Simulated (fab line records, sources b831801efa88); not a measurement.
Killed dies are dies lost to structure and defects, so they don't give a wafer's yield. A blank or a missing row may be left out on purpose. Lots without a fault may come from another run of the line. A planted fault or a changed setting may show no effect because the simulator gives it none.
One fault seen from 2 desks | flow gf180mcu | each desk has only its own numbers; what lay behind them comes last

THE TOOL OWNER'S DESK: krf_scanner-01
The tool's own readings at GF_STI_EXPOSE_09 (exposes mask COMP, target cd 220 nm): means of the sampled wafers that have a number, for each lot that ran on this tool. A lot is out of limits, marked OUT, if its mean lies more than 4 standard deviations from the usual mean; the brackets give that distance.
Columns: A = exposure_dose_mJ_cm2 at GF_STI_EXPOSE_09, usual 27.990
lot  | first seen here | A
L243 | day 2 00:08     | 27.988
L244 | day 2 05:46     | 28.003
L246 | day 2 15:29     | 28.018
L247 | day 2 20:56     | 28.009
L253 | day 4 04:44     | 27.979
L256 | day 4 20:46     | 28.006
This desk's finding: nothing out of limits on any of the 6 lots.

THE METROLOGY DESK
What the gauges read, lot by lot, whatever tool the lot ran on: means of the sampled wafers that have a number. A lot is out of limits, marked OUT, if its mean lies more than 4 standard deviations from the usual mean; the brackets give that distance.
Columns: A = cd_nm at GF_STI_CD_MEAS_12, usual 220.4 nm
lot  | first seen here | A
L242 | day 2 04:31     | 220.9
L243 | day 2 06:05     | 221.2
L244 | day 2 11:40     | 220.6
L245 | day 2 16:38     | 222.3
L246 | day 2 21:55     | 221.9
L247 | day 3 02:48     | 220.7
L253 | day 4 11:25     | 170.5 (-38) OUT
L256 | day 5 03:55     | 195.2 (-19) OUT
L259 | day 5 17:41     | 220.0
L264 | day 6 20:22     | 218.0
This desk's finding: out of limits on L253, L256; first on L253, day 4 11:25 (cd_nm at GF_STI_CD_MEAS_12). In limits: L242, L243, L244, L245, L246, L247, L259, L264.

PUT TOGETHER
The metrology desk could have raised an alarm at day 4 11:25, on L253, L256.
The tool owner's desk saw nothing out of limits.
The tool owner's desk has L253, L256 on record, within its limits.
Of the lots named, all ran GF_STI_EXPOSE_09 on krf_scanner-01.

WHAT THE SIMULATOR HAD PUT IN
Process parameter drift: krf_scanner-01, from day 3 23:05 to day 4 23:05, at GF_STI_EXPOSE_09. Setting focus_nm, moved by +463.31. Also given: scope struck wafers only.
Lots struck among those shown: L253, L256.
Hours from the fault's start to each desk's first reading out of limits: the metrology desk, 12.
